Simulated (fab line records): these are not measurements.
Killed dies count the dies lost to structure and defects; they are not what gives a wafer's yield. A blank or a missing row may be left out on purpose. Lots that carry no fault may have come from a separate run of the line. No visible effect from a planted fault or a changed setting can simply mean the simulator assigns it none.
Matching of chambers || flow sky130 || cmp-01 running SKY_VIA2_CMP_24: 4 sister chambers
The step polishes, stops on SiO2, t overpolish 20 s, target thk 0 nm. 4 wafers are shown with their chamber, then 7 later ones without.

## WAFERS, EACH WITH ITS CHAMBER
{"wafer": "L622.3", "chamber": 2, "motor-current-A (A)": 9.7}
{"wafer": "L628.5", "chamber": 1, "motor-current-A (A)": 11.8}
{"wafer": "L632.1", "chamber": 0, "motor-current-A (A)": 10.7}
{"wafer": "L632.3", "chamber": 3, "motor-current-A (A)": 11.9}

## WAFERS MISSING THEIR CHAMBER
{"wafer": "L632.5", "motor-current-A (A)": 9.5}
{"wafer": "L633.2", "motor-current-A (A)": 12.1}
{"wafer": "L633.3", "motor-current-A (A)": 12.1}
{"wafer": "L633.5", "motor-current-A (A)": 12.4}
{"wafer": "L634.1", "motor-current-A (A)": 11.9}
{"wafer": "L634.2", "motor-current-A (A)": 9.7}
{"wafer": "L634.4", "motor-current-A (A)": 10.4}

## CHAMBER TAKEN BY EACH
{"wafer": "L632.5", "from the rows above": 2, "in truth": 2}
{"wafer": "L633.2", "from the rows above": "can't be placed: 3 or 1", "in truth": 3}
{"wafer": "L633.3", "from the rows above": "can't be placed: 3 or 1", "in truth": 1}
{"wafer": "L633.5", "from the rows above": "can't be placed: 3 or 1", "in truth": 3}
{"wafer": "L634.1", "from the rows above": "can't be placed: 3 or 1", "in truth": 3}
{"wafer": "L634.2", "from the rows above": 2, "in truth": 2}
{"wafer": "L634.4", "from the rows above": "can't be placed: 0 or 2", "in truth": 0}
Correctly placed: 2 of 7. Can't be placed from these rows: 5 (the true chamber is among the candidates in 5). Wrongly placed: 0.
How it was worked out, from the rows above alone: a wafer's distance from a chamber is the root of the sum, over the readings, of the square of ((its reading less the chamber's mean) divided by the reading's scatter). If the next closest chamber is less than 2 further off than the closest, the wafer can't be placed; otherwise it belongs to the closest. The mean given for a chamber averages the wafers shown for that chamber. The scatter (one wafer shown for each chamber): square how far every hidden wafer sits from the nearest shown wafer, average those squares and take the square root.
